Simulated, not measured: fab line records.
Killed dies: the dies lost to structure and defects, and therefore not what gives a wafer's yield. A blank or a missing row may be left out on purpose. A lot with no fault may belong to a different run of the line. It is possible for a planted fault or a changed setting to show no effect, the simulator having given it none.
fab line records :: flow gf180mcu
record
  lots=14
  wafers=42
  last-day=34
route steps=602 shown NWELL@49 MVPSD@85 VT_IMPLANT@119 DUAL_GATE@149
lots that met no fault: from a run of the same line without faults
start-h: start of the lot's first displayed wafer, in hours after the record's first day :: wait-h: how many hours have passed since the lot's step before this one :: " identical to the entry in the row above :: L1.1+2: several wafers, shown together as one row :: - no value present, or no start provided :: * or withheld: withheld :: < > ~ a bound
route shown NAME@n: NAME is a module with steps in the file, n the number in the route of the first one :: usual: mean/standard deviation of fault-free wafers :: same: alike in all rows :: chamber/n: place in a boat :: sites: per-site readings :: _std_site: standard deviation across them :: _edge_site: inner sites' mean taken away from outer sites' mean :: radius-mm: how far each site lies from the wafer's centre :: mask NAME#n: copy n :: behind: the last tool/chamber to shape the wafer :: hold: why the lot went on hold/how many hours it stayed there/how the hold came to an end :: device: whichever transistor did not switch (one of n, p or np) :: end of line: the tests these same wafers got at the end of their route :: a step with no rows: only its recipe :: killed: count of dies lost to structure and defects at first sort (not the wafer's yield) :: map: shows each die of a wafer: x if killed, . if not, _ if none is there
set.NAME: the run value of the setting; set.NAME@STEP: its run value at that earlier step :: model.NAME: the simulator's own value behind a step, which no gauge read
steps of the route over a sample of lots; a table a step, a row a wafer
services: from which hour (start-h, from the record's first day; less than 0 if before it) a tool's chamber was out of use, for how many hours, and why
## steps
# step GF_NWELL_OVL_MEAS_07
# usual
  NWELL_OVL=-0.1/1.6
lot.wafer: L410.1
tool: overlay-01
chamber: -
start-h: 58.03
wait-h: -
NWELL_OVL[nm]: 1.0

lot.wafer: L410.4
tool: overlay-01
chamber: -
start-h: 58.03
wait-h: -
NWELL_OVL[nm]: -0.5

lot.wafer: L410.5
tool: overlay-01
chamber: -
start-h: 58.03
wait-h: -
NWELL_OVL[nm]: 0.7

lot.wafer: L411.1
tool: overlay-01
chamber: -
start-h: 61.37
wait-h: -
NWELL_OVL[nm]: -1.9

lot.wafer: L411.3
tool: overlay-01
chamber: -
start-h: 61.37
wait-h: -
NWELL_OVL[nm]: -0.5

lot.wafer: L411.6
tool: overlay-01
chamber: -
start-h: 61.37
wait-h: -
NWELL_OVL[nm]: -2.6

lot.wafer: L415.1
tool: overlay-02
chamber: -
start-h: 83.38
wait-h: -
NWELL_OVL[nm]: -1.3

lot.wafer: L415.2
tool: overlay-02
chamber: -
start-h: 83.38
wait-h: -
NWELL_OVL[nm]: -1.9

lot.wafer: L415.3
tool: overlay-02
chamber: -
start-h: 83.38
wait-h: -
NWELL_OVL[nm]: -0.7

lot.wafer: L417.1
tool: overlay-01
chamber: -
start-h: 95.90
wait-h: -
NWELL_OVL[nm]: 3.4

lot.wafer: L417.4
tool: overlay-01
chamber: -
start-h: 95.90
wait-h: -
NWELL_OVL[nm]: 3.6

lot.wafer: L417.5
tool: overlay-01
chamber: -
start-h: 95.90
wait-h: -
NWELL_OVL[nm]: 3.2

lot.wafer: L418.1
tool: overlay-01
chamber: -
start-h: 102.38
wait-h: -
NWELL_OVL[nm]: 1.7

lot.wafer: L418.4
tool: overlay-01
chamber: -
start-h: 102.38
wait-h: -
NWELL_OVL[nm]: 1.8

lot.wafer: L418.5
tool: overlay-01
chamber: -
start-h: 102.38
wait-h: -
NWELL_OVL[nm]: 0.8

lot.wafer: L423.1
tool: overlay-01
chamber: -
start-h: 132.52
wait-h: -
NWELL_OVL[nm]: 0.4

lot.wafer: L423.3
tool: overlay-01
chamber: -
start-h: 132.52
wait-h: -
NWELL_OVL[nm]: 1.8

lot.wafer: L423.5
tool: overlay-01
chamber: -
start-h: 132.52
wait-h: -
NWELL_OVL[nm]: 2.3

lot.wafer: L424.1
tool: overlay-02
chamber: -
start-h: 134.35
wait-h: -
NWELL_OVL[nm]: -0.1

lot.wafer: L424.2
tool: overlay-02
chamber: -
start-h: 134.35
wait-h: -
NWELL_OVL[nm]: 0.1

lot.wafer: L424.5
tool: overlay-02
chamber: -
start-h: 134.35
wait-h: -
NWELL_OVL[nm]: 0.3

lot.wafer: L425.1
tool: overlay-02
chamber: -
start-h: 137.92
wait-h: -
NWELL_OVL[nm]: 2.7

lot.wafer: L425.2
tool: overlay-02
chamber: -
start-h: 137.92
wait-h: -
NWELL_OVL[nm]: 1.5

lot.wafer: L425.6
tool: overlay-02
chamber: -
start-h: 137.92
wait-h: -
NWELL_OVL[nm]: 1.6

lot.wafer: L427.2
tool: overlay-02
chamber: -
start-h: 149.86
wait-h: -
NWELL_OVL[nm]: -2.2

lot.wafer: L427.5
tool: overlay-02
chamber: -
start-h: 149.86
wait-h: -
NWELL_OVL[nm]: -0.4

lot.wafer: L427.6
tool: overlay-02
chamber: -
start-h: 149.86
wait-h: -
NWELL_OVL[nm]: -0.3

lot.wafer: L428.1
tool: overlay-02
chamber: -
start-h: 154.06
wait-h: -
NWELL_OVL[nm]: -1.7

lot.wafer: L428.2
tool: overlay-02
chamber: -
start-h: 154.06
wait-h: -
NWELL_OVL[nm]: -0.7

lot.wafer: L428.6
tool: overlay-02
chamber: -
start-h: 154.06
wait-h: -
NWELL_OVL[nm]: -1.6

lot.wafer: L429.1
tool: overlay-02
chamber: -
start-h: 159.02
wait-h: -
NWELL_OVL[nm]: -1.5

lot.wafer: L429.3
tool: overlay-02
chamber: -
start-h: 159.02
wait-h: -
NWELL_OVL[nm]: -1.6

lot.wafer: L429.4
tool: overlay-02
chamber: -
start-h: 159.02
wait-h: -
NWELL_OVL[nm]: 0.9

lot.wafer: L431.2
tool: overlay-01
chamber: -
start-h: 170.53
wait-h: -
NWELL_OVL[nm]: 2.9

lot.wafer: L431.5
tool: overlay-01
chamber: -
start-h: 170.53
wait-h: -
NWELL_OVL[nm]: 0.5

lot.wafer: L431.6
tool: overlay-01
chamber: -
start-h: 170.53
wait-h: -
NWELL_OVL[nm]: 3.3

lot.wafer: L432.1
tool: overlay-01
chamber: -
start-h: 174.15
wait-h: -
NWELL_OVL[nm]: -2.7

lot.wafer: L432.2
tool: overlay-01
chamber: -
start-h: 174.15
wait-h: -
NWELL_OVL[nm]: -0.5

lot.wafer: L432.6
tool: overlay-01
chamber: -
start-h: 174.15
wait-h: -
NWELL_OVL[nm]: -2.4

lot.wafer: L433.2
tool: overlay-02
chamber: -
start-h: 181.23
wait-h: -
NWELL_OVL[nm]: 2.2

lot.wafer: L433.3
tool: overlay-02
chamber: -
start-h: 181.23
wait-h: -
NWELL_OVL[nm]: -0.6

lot.wafer: L433.4
tool: overlay-02
chamber: -
start-h: 181.23
wait-h: -
NWELL_OVL[nm]: 1.3
# step GF_MVPSD_OVL_MEAS_07
# usual
  MVPSD_OVL=0.4/1.3
lot.wafer: L410.1
tool: overlay-01
chamber: -
start-h: 100.05
wait-h: -
MVPSD_OVL[nm]: 0.6

lot.wafer: L410.4
tool: overlay-01
chamber: -
start-h: 100.05
wait-h: -
MVPSD_OVL[nm]: 1.5

lot.wafer: L410.5
tool: overlay-01
chamber: -
start-h: 100.05
wait-h: -
MVPSD_OVL[nm]: 1.6

lot.wafer: L411.1
tool: overlay-02
chamber: -
start-h: 103.80
wait-h: -
MVPSD_OVL[nm]: 1.3

lot.wafer: L411.3
tool: overlay-02
chamber: -
start-h: 103.80
wait-h: -
MVPSD_OVL[nm]: 1.8

lot.wafer: L411.6
tool: overlay-02
chamber: -
start-h: 103.80
wait-h: -
MVPSD_OVL[nm]: 0.7

lot.wafer: L415.1
tool: overlay-01
chamber: -
start-h: 127.72
wait-h: -
MVPSD_OVL[nm]: -0.3

lot.wafer: L415.2
tool: overlay-01
chamber: -
start-h: 127.72
wait-h: -
MVPSD_OVL[nm]: 0.1

lot.wafer: L415.3
tool: overlay-01
chamber: -
start-h: 127.72
wait-h: -
MVPSD_OVL[nm]: -0.3

lot.wafer: L417.1
tool: overlay-02
chamber: -
start-h: 141.42
wait-h: -
MVPSD_OVL[nm]: 1.7

lot.wafer: L417.4
tool: overlay-02
chamber: -
start-h: 141.42
wait-h: -
MVPSD_OVL[nm]: -0.6

lot.wafer: L417.5
tool: overlay-02
chamber: -
start-h: 141.42
wait-h: -
MVPSD_OVL[nm]: 0.3

lot.wafer: L418.1
tool: overlay-02
chamber: -
start-h: 147.32
wait-h: -
MVPSD_OVL[nm]: 1.0

lot.wafer: L418.4
tool: overlay-02
chamber: -
start-h: 147.32
wait-h: -
MVPSD_OVL[nm]: -0.7

lot.wafer: L418.5
tool: overlay-02
chamber: -
start-h: 147.32
wait-h: -
MVPSD_OVL[nm]: 0.5

lot.wafer: L423.1
tool: overlay-01
chamber: -
start-h: 181.01
wait-h: -
MVPSD_OVL[nm]: 2.8

lot.wafer: L423.3
tool: overlay-01
chamber: -
start-h: 181.01
wait-h: -
MVPSD_OVL[nm]: 2.5

lot.wafer: L423.5
tool: overlay-01
chamber: -
start-h: 181.01
wait-h: -
MVPSD_OVL[nm]: 3.3

lot.wafer: L424.1
tool: overlay-02
chamber: -
start-h: 183.40
wait-h: -
MVPSD_OVL[nm]: -0.7

lot.wafer: L424.2
tool: overlay-02
chamber: -
start-h: 183.40
wait-h: -
MVPSD_OVL[nm]: -0.8

lot.wafer: L424.5
tool: overlay-02
chamber: -
start-h: 183.40
wait-h: -
MVPSD_OVL[nm]: -0.1

lot.wafer: L425.1
tool: overlay-02
chamber: -
start-h: 186.16
wait-h: -
MVPSD_OVL[nm]: -1.1

lot.wafer: L425.2
tool: overlay-02
chamber: -
start-h: 186.16
wait-h: -
MVPSD_OVL[nm]: -0.6

lot.wafer: L425.6
tool: overlay-02
chamber: -
start-h: 186.16
wait-h: -
MVPSD_OVL[nm]: -1.0

lot.wafer: L427.2
tool: overlay-02
chamber: -
start-h: 199.61
wait-h: -
MVPSD_OVL[nm]: -0.4

lot.wafer: L427.5
tool: overlay-02
chamber: -
start-h: 199.61
wait-h: -
MVPSD_OVL[nm]: 0.5

lot.wafer: L427.6
tool: overlay-02
chamber: -
start-h: 199.61
wait-h: -
MVPSD_OVL[nm]: 1.0

lot.wafer: L428.1
tool: overlay-02
chamber: -
start-h: 204.00
wait-h: -
MVPSD_OVL[nm]: 0.2

lot.wafer: L428.2
tool: overlay-02
chamber: -
start-h: 204.00
wait-h: -
MVPSD_OVL[nm]: -1.6

lot.wafer: L428.6
tool: overlay-02
chamber: -
start-h: 204.00
wait-h: -
MVPSD_OVL[nm]: -0.9

lot.wafer: L429.1
tool: overlay-02
chamber: -
start-h: 209.05
wait-h: -
MVPSD_OVL[nm]: 4.8

lot.wafer: L429.3
tool: overlay-02
chamber: -
start-h: 209.05
wait-h: -
MVPSD_OVL[nm]: 0.9

lot.wafer: L429.4
tool: overlay-02
chamber: -
start-h: 209.05
wait-h: -
MVPSD_OVL[nm]: 0.0

lot.wafer: L431.2
tool: overlay-02
chamber: -
start-h: 222.71
wait-h: -
MVPSD_OVL[nm]: 0.8

lot.wafer: L431.5
tool: overlay-02
chamber: -
start-h: 222.71
wait-h: -
MVPSD_OVL[nm]: -0.2

lot.wafer: L431.6
tool: overlay-02
chamber: -
start-h: 222.71
wait-h: -
MVPSD_OVL[nm]: -2.7

lot.wafer: L432.1
tool: overlay-02
chamber: -
start-h: 226.17
wait-h: -
MVPSD_OVL[nm]: 1.9

lot.wafer: L432.2
tool: overlay-02
chamber: -
start-h: 226.17
wait-h: -
MVPSD_OVL[nm]: -0.4

lot.wafer: L432.6
tool: overlay-02
chamber: -
start-h: 226.17
wait-h: -
MVPSD_OVL[nm]: 2.0

lot.wafer: L433.2
tool: overlay-01
chamber: -
start-h: 234.98
wait-h: -
MVPSD_OVL[nm]: 3.4

lot.wafer: L433.3
tool: overlay-01
chamber: -
start-h: 234.98
wait-h: -
MVPSD_OVL[nm]: 2.1

lot.wafer: L433.4
tool: overlay-01
chamber: -
start-h: 234.98
wait-h: -
MVPSD_OVL[nm]: 1.3
# step GF_VT_IMPLANT_OVL_MEAS_29
# usual
  VT_IMPLANT_02_OVL=-0.2/1.3
lot.wafer: L410.1
tool: overlay-02
chamber: -
start-h: 144.52
wait-h: 0.1
VT_IMPLANT_02_OVL[nm]: -1.7

lot.wafer: L410.4
tool: overlay-02
chamber: -
start-h: 144.52
wait-h: 0.1
VT_IMPLANT_02_OVL[nm]: -1.8

lot.wafer: L410.5
tool: overlay-02
chamber: -
start-h: 144.52
wait-h: 0.1
VT_IMPLANT_02_OVL[nm]: -2.1

lot.wafer: L411.1
tool: overlay-02
chamber: -
start-h: 148.52
wait-h: 0.1
VT_IMPLANT_02_OVL[nm]: 1.1

lot.wafer: L411.3
tool: overlay-02
chamber: -
start-h: 148.52
wait-h: 0.1
VT_IMPLANT_02_OVL[nm]: 0.4

lot.wafer: L411.6
tool: overlay-02
chamber: -
start-h: 148.52
wait-h: 0.1
VT_IMPLANT_02_OVL[nm]: 0.3

lot.wafer: L415.1
tool: overlay-02
chamber: -
start-h: 175.22
wait-h: 0.1
VT_IMPLANT_02_OVL[nm]: -0.3

lot.wafer: L415.2
tool: overlay-02
chamber: -
start-h: 175.22
wait-h: 0.1
VT_IMPLANT_02_OVL[nm]: -1.2

lot.wafer: L415.3
tool: overlay-02
chamber: -
start-h: 175.22
wait-h: 0.1
VT_IMPLANT_02_OVL[nm]: 0.1

lot.wafer: L417.1
tool: overlay-01
chamber: -
start-h: 189.57
wait-h: 0.1
VT_IMPLANT_02_OVL[nm]: -0.1

lot.wafer: L417.4
tool: overlay-01
chamber: -
start-h: 189.57
wait-h: 0.1
VT_IMPLANT_02_OVL[nm]: -0.9

lot.wafer: L417.5
tool: overlay-01
chamber: -
start-h: 189.57
wait-h: 0.1
VT_IMPLANT_02_OVL[nm]: 0.6

lot.wafer: L418.1
tool: overlay-02
chamber: -
start-h: 197.32
wait-h: 0.1
VT_IMPLANT_02_OVL[nm]: -1.9

lot.wafer: L418.4
tool: overlay-02
chamber: -
start-h: 197.32
wait-h: 0.1
VT_IMPLANT_02_OVL[nm]: -0.7

lot.wafer: L418.5
tool: overlay-02
chamber: -
start-h: 197.32
wait-h: 0.1
VT_IMPLANT_02_OVL[nm]: -2.1

lot.wafer: L423.1
tool: overlay-01
chamber: -
start-h: 233.07
wait-h: 0.1
VT_IMPLANT_02_OVL[nm]: -0.9

lot.wafer: L423.3
tool: overlay-01
chamber: -
start-h: 233.07
wait-h: 0.1
VT_IMPLANT_02_OVL[nm]: -1.5

lot.wafer: L423.5
tool: overlay-01
chamber: -
start-h: 233.07
wait-h: 0.1
VT_IMPLANT_02_OVL[nm]: -0.2

lot.wafer: L424.1
tool: overlay-02
chamber: -
start-h: 235.35
wait-h: 0.1
VT_IMPLANT_02_OVL[nm]: 0.6

lot.wafer: L424.2
tool: overlay-02
chamber: -
start-h: 235.35
wait-h: 0.1
VT_IMPLANT_02_OVL[nm]: 0.2

lot.wafer: L424.5
tool: overlay-02
chamber: -
start-h: 235.35
wait-h: 0.1
VT_IMPLANT_02_OVL[nm]: 0.9

lot.wafer: L425.1
tool: overlay-02
chamber: -
start-h: 238.67
wait-h: 0.1
VT_IMPLANT_02_OVL[nm]: 0.7

lot.wafer: L425.2
tool: overlay-02
chamber: -
start-h: 238.67
wait-h: 0.1
VT_IMPLANT_02_OVL[nm]: 1.3

lot.wafer: L425.6
tool: overlay-02
chamber: -
start-h: 238.67
wait-h: 0.1
VT_IMPLANT_02_OVL[nm]: 2.2

lot.wafer: L427.2
tool: overlay-02
chamber: -
start-h: 254.08
wait-h: 0.1
VT_IMPLANT_02_OVL[nm]: -1.3

lot.wafer: L427.5
tool: overlay-02
chamber: -
start-h: 254.08
wait-h: 0.1
VT_IMPLANT_02_OVL[nm]: 1.3

lot.wafer: L427.6
tool: overlay-02
chamber: -
start-h: 254.08
wait-h: 0.1
VT_IMPLANT_02_OVL[nm]: 1.0

lot.wafer: L428.1
tool: overlay-02
chamber: -
start-h: 258.07
wait-h: 0.1
VT_IMPLANT_02_OVL[nm]: 0.5

lot.wafer: L428.2
tool: overlay-02
chamber: -
start-h: 258.07
wait-h: 0.1
VT_IMPLANT_02_OVL[nm]: -0.4

lot.wafer: L428.6
tool: overlay-02
chamber: -
start-h: 258.07
wait-h: 0.1
VT_IMPLANT_02_OVL[nm]: 0.9

lot.wafer: L429.1
tool: overlay-01
chamber: -
start-h: 265.00
wait-h: 0.1
VT_IMPLANT_02_OVL[nm]: 0.5

lot.wafer: L429.3
tool: overlay-01
chamber: -
start-h: 265.00
wait-h: 0.1
VT_IMPLANT_02_OVL[nm]: 1.2

lot.wafer: L429.4
tool: overlay-01
chamber: -
start-h: 265.00
wait-h: 0.1
VT_IMPLANT_02_OVL[nm]: 1.9

lot.wafer: L431.2
tool: overlay-02
chamber: -
start-h: 279.73
wait-h: 0.1
VT_IMPLANT_02_OVL[nm]: 0.7

lot.wafer: L431.5
tool: overlay-02
chamber: -
start-h: 279.73
wait-h: 0.1
VT_IMPLANT_02_OVL[nm]: -0.8

lot.wafer: L431.6
tool: overlay-02
chamber: -
start-h: 279.73
wait-h: 0.1
VT_IMPLANT_02_OVL[nm]: 0.4

lot.wafer: L432.1
tool: overlay-02
chamber: -
start-h: 283.32
wait-h: 0.1
VT_IMPLANT_02_OVL[nm]: -1.3

lot.wafer: L432.2
tool: overlay-02
chamber: -
start-h: 283.32
wait-h: 0.1
VT_IMPLANT_02_OVL[nm]: -0.2

lot.wafer: L432.6
tool: overlay-02
chamber: -
start-h: 283.32
wait-h: 0.1
VT_IMPLANT_02_OVL[nm]: -0.3

lot.wafer: L433.2
tool: overlay-01
chamber: -
start-h: 292.50
wait-h: 0.1
VT_IMPLANT_02_OVL[nm]: 0.2

lot.wafer: L433.3
tool: overlay-01
chamber: -
start-h: 292.50
wait-h: 0.1
VT_IMPLANT_02_OVL[nm]: -1.1

lot.wafer: L433.4
tool: overlay-01
chamber: -
start-h: 292.50
wait-h: 0.1
VT_IMPLANT_02_OVL[nm]: -0.1
# step GF_DUAL_GATE_EXPOSE_08
# recipe
  mask-id=Dualgate
  target-cd-nm=700
  na=0.6
  source-shape=conventional
  sigma-outer=0.6
  dose-mj=140
# usual
  exposure-dose-mJ-cm2=140.03/0.13
  focus-offset-nm=-0.1/0.55
lot.wafer: L410.1
tool: iline-stepper-02
chamber: 0
start-h: 170.51
wait-h: -
mask: Dualgate#0
exposure-dose-mJ-cm2: 140.07
focus-offset-nm: -0.4

lot.wafer: L410.4
tool: iline-stepper-02
chamber: 0
start-h: 170.51
wait-h: -
mask: Dualgate#0
exposure-dose-mJ-cm2: 140.03
focus-offset-nm: -0.4

lot.wafer: L410.5
tool: iline-stepper-02
chamber: 0
start-h: 170.51
wait-h: -
mask: Dualgate#0
exposure-dose-mJ-cm2: 140.13
focus-offset-nm: -0.3

lot.wafer: L411.1
tool: iline-stepper-02
chamber: 0
start-h: 175.27
wait-h: -
mask: Dualgate#0
exposure-dose-mJ-cm2: 140.04
focus-offset-nm: 0.5

lot.wafer: L411.3
tool: iline-stepper-02
chamber: 0
start-h: 175.27
wait-h: -
mask: Dualgate#0
exposure-dose-mJ-cm2: 140.10
focus-offset-nm: 0.0

lot.wafer: L411.6
tool: iline-stepper-02
chamber: 0
start-h: 175.27
wait-h: -
mask: Dualgate#0
exposure-dose-mJ-cm2: 140.02
focus-offset-nm: 0.2

lot.wafer: L415.1
tool: iline-stepper-02
chamber: 0
start-h: 204.15
wait-h: -
mask: Dualgate#0
exposure-dose-mJ-cm2: 140.18
focus-offset-nm: 0.2

lot.wafer: L415.2
tool: iline-stepper-02
chamber: 0
start-h: 204.15
wait-h: -
mask: Dualgate#0
exposure-dose-mJ-cm2: 140.18
focus-offset-nm: 0.3

lot.wafer: L415.3
tool: iline-stepper-02
chamber: 0
start-h: 204.15
wait-h: -
mask: Dualgate#0
exposure-dose-mJ-cm2: 140.10
focus-offset-nm: 0.2

lot.wafer: L417.1
tool: iline-stepper-01
chamber: -
start-h: 220.57
wait-h: -
mask: Dualgate#0
exposure-dose-mJ-cm2: -
focus-offset-nm: -

lot.wafer: L417.4
tool: iline-stepper-01
chamber: -
start-h: 220.57
wait-h: -
mask: Dualgate#0
exposure-dose-mJ-cm2: -
focus-offset-nm: -

lot.wafer: L417.5
tool: iline-stepper-01
chamber: -
start-h: 220.57
wait-h: -
mask: Dualgate#0
exposure-dose-mJ-cm2: -
focus-offset-nm: -

lot.wafer: L418.1
tool: iline-stepper-02
chamber: -
start-h: 227.09
wait-h: -
mask: Dualgate#0
exposure-dose-mJ-cm2: -
focus-offset-nm: -

lot.wafer: L418.4
tool: iline-stepper-02
chamber: -
start-h: 227.09
wait-h: -
mask: Dualgate#0
exposure-dose-mJ-cm2: -
focus-offset-nm: -

lot.wafer: L418.5
tool: iline-stepper-02
chamber: -
start-h: 227.09
wait-h: -
mask: Dualgate#0
exposure-dose-mJ-cm2: -
focus-offset-nm: -

lot.wafer: L423.1
tool: iline-stepper-01
chamber: 0
start-h: 263.90
wait-h: -
mask: Dualgate#0
exposure-dose-mJ-cm2: 139.72
focus-offset-nm: 0.1

lot.wafer: L423.3
tool: iline-stepper-01
chamber: 0
start-h: 263.90
wait-h: -
mask: Dualgate#0
exposure-dose-mJ-cm2: 139.81
focus-offset-nm: -0.7

lot.wafer: L423.5
tool: iline-stepper-01
chamber: 0
start-h: 263.90
wait-h: -
mask: Dualgate#0
exposure-dose-mJ-cm2: 139.98
focus-offset-nm: -0.4

lot.wafer: L424.1
tool: iline-stepper-01
chamber: 0
start-h: 266.37
wait-h: -
mask: Dualgate#0
exposure-dose-mJ-cm2: 139.91
focus-offset-nm: -0.7

lot.wafer: L424.2
tool: iline-stepper-01
chamber: 0
start-h: 266.37
wait-h: -
mask: Dualgate#0
exposure-dose-mJ-cm2: 140.00
focus-offset-nm: 0.5

lot.wafer: L424.5
tool: iline-stepper-01
chamber: 0
start-h: 266.37
wait-h: -
mask: Dualgate#0
exposure-dose-mJ-cm2: 140.09
focus-offset-nm: -0.3

lot.wafer: L425.1
tool: iline-stepper-01
chamber: 0
start-h: 270.32
wait-h: -
mask: Dualgate#0
exposure-dose-mJ-cm2: 140.04
focus-offset-nm: -0.8

lot.wafer: L425.2
tool: iline-stepper-01
chamber: 0
start-h: 270.32
wait-h: -
mask: Dualgate#0
exposure-dose-mJ-cm2: 139.95
focus-offset-nm: -0.9

lot.wafer: L425.6
tool: iline-stepper-01
chamber: 0
start-h: 270.32
wait-h: -
mask: Dualgate#0
exposure-dose-mJ-cm2: 139.70
focus-offset-nm: -0.4

lot.wafer: L427.2
tool: iline-stepper-01
chamber: 0
start-h: 286.14
wait-h: -
mask: Dualgate#0
exposure-dose-mJ-cm2: 140.05
focus-offset-nm: -0.5

lot.wafer: L427.5
tool: iline-stepper-01
chamber: 0
start-h: 286.14
wait-h: -
mask: Dualgate#0
exposure-dose-mJ-cm2: 140.18
focus-offset-nm: -0.1

lot.wafer: L427.6
tool: iline-stepper-01
chamber: 0
start-h: 286.14
wait-h: -
mask: Dualgate#0
exposure-dose-mJ-cm2: 139.86
focus-offset-nm: 1.2

lot.wafer: L428.1
tool: iline-stepper-02
chamber: 0
start-h: 289.08
wait-h: -
mask: Dualgate#0
exposure-dose-mJ-cm2: 140.00
focus-offset-nm: 0.1

lot.wafer: L428.2
tool: iline-stepper-02
chamber: 0
start-h: 289.08
wait-h: -
mask: Dualgate#0
exposure-dose-mJ-cm2: 140.06
focus-offset-nm: 0.9

lot.wafer: L428.6
tool: iline-stepper-02
chamber: 0
start-h: 289.08
wait-h: -
mask: Dualgate#0
exposure-dose-mJ-cm2: 140.16
focus-offset-nm: 0.3

lot.wafer: L429.1
tool: iline-stepper-01
chamber: 0
start-h: 298.33
wait-h: -
mask: Dualgate#0
exposure-dose-mJ-cm2: 140.13
focus-offset-nm: 0.0

lot.wafer: L429.3
tool: iline-stepper-01
chamber: 0
start-h: 298.33
wait-h: -
mask: Dualgate#0
exposure-dose-mJ-cm2: 140.03
focus-offset-nm: 0.3

lot.wafer: L429.4
tool: iline-stepper-01
chamber: 0
start-h: 298.33
wait-h: -
mask: Dualgate#0
exposure-dose-mJ-cm2: 139.95
focus-offset-nm: 0.3

lot.wafer: L431.2
tool: iline-stepper-01
chamber: 0
start-h: 314.58
wait-h: -
mask: Dualgate#0
exposure-dose-mJ-cm2: 140.04
focus-offset-nm: 0.3

lot.wafer: L431.5
tool: iline-stepper-01
chamber: 0
start-h: 314.58
wait-h: -
mask: Dualgate#0
exposure-dose-mJ-cm2: 140.13
focus-offset-nm: 0.1

lot.wafer: L431.6
tool: iline-stepper-01
chamber: 0
start-h: 314.58
wait-h: -
mask: Dualgate#0
exposure-dose-mJ-cm2: 140.11
focus-offset-nm: 0.4

lot.wafer: L432.1
tool: iline-stepper-01
chamber: 0
start-h: 317.87
wait-h: -
mask: Dualgate#0
exposure-dose-mJ-cm2: 139.89
focus-offset-nm: -0.5

lot.wafer: L432.2
tool: iline-stepper-01
chamber: 0
start-h: 317.87
wait-h: -
mask: Dualgate#0
exposure-dose-mJ-cm2: 140.09
focus-offset-nm: -0.8

lot.wafer: L432.6
tool: iline-stepper-01
chamber: 0
start-h: 317.87
wait-h: -
mask: Dualgate#0
exposure-dose-mJ-cm2: 140.01
focus-offset-nm: -0.4

lot.wafer: L433.2
tool: iline-stepper-01
chamber: 0
start-h: 327.02
wait-h: -
mask: Dualgate#0
exposure-dose-mJ-cm2: 140.15
focus-offset-nm: 0.2

lot.wafer: L433.3
tool: iline-stepper-01
chamber: 0
start-h: 327.02
wait-h: -
mask: Dualgate#0
exposure-dose-mJ-cm2: 140.13
focus-offset-nm: 0.0

lot.wafer: L433.4
tool: iline-stepper-01
chamber: 0
start-h: 327.02
wait-h: -
mask: Dualgate#0
exposure-dose-mJ-cm2: 140.08
focus-offset-nm: 1.5
## services
tool: iline-stepper-01
chamber: -
start-h: 156.62
hours: 1.7
kind: pm

tool: iline-stepper-01
chamber: -
start-h: 159.23
hours: 6.6
kind: repair

tool: iline-stepper-02
chamber: -
start-h: 239.77
hours: 1.6
kind: repair

tool: iline-stepper-02
chamber: 0
start-h: 257.94
hours: -
kind: calibration

tool: iline-stepper-02
chamber: -
start-h: 309.43
hours: 5.2
kind: repair

tool: iline-stepper-01
chamber: -
start-h: 320.83
hours: 4.4
kind: pm
## key
first-sign
  step=GF_DUAL_GATE_EXPOSE_08
  reading=tool-record
  direction=missing
effect none on later readings
met-at GF_DUAL_GATE_EXPOSE_08
struck-lots L417,L418
later-rows-left-out L417.1,L417.4,L417.5,L418.1,L418.4,L418.5
sort-left-out L417.1,L417.4,L417.5,L418.1,L418.4,L418.5
tester-left-out L417,L418
not-acting-at GF_NWELL_OVL_MEAS_07,GF_MVPSD_OVL_MEAS_07,GF_VT_IMPLANT_OVL_MEAS_29
onset-between 204.15 220.57
fault
  kind=skipped-step-whole
  tool=iline-stepper-01,iline-stepper-02
  chamber=-
  onset-h=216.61
  steps=GF_DUAL_GATE_EXPOSE_08
  scope=struck-lots-only
# tester-left-out: of these lots the tester's yield and bins aren't shown, on N5 and GAA mostly nor the transistor test; their killed dies are dies lost to structure and defects alone, not to doping, threshold or leakage, so they don't give the yield
# sort-left-out: the simulated sort isn't trusted on such a fault, so these wafers' sort isn't shown, and their yield isn't known
# later-rows-left-out: the simulator's readings of these wafers behind a module that went badly wrong aren't trusted and aren't shown, but for the sort
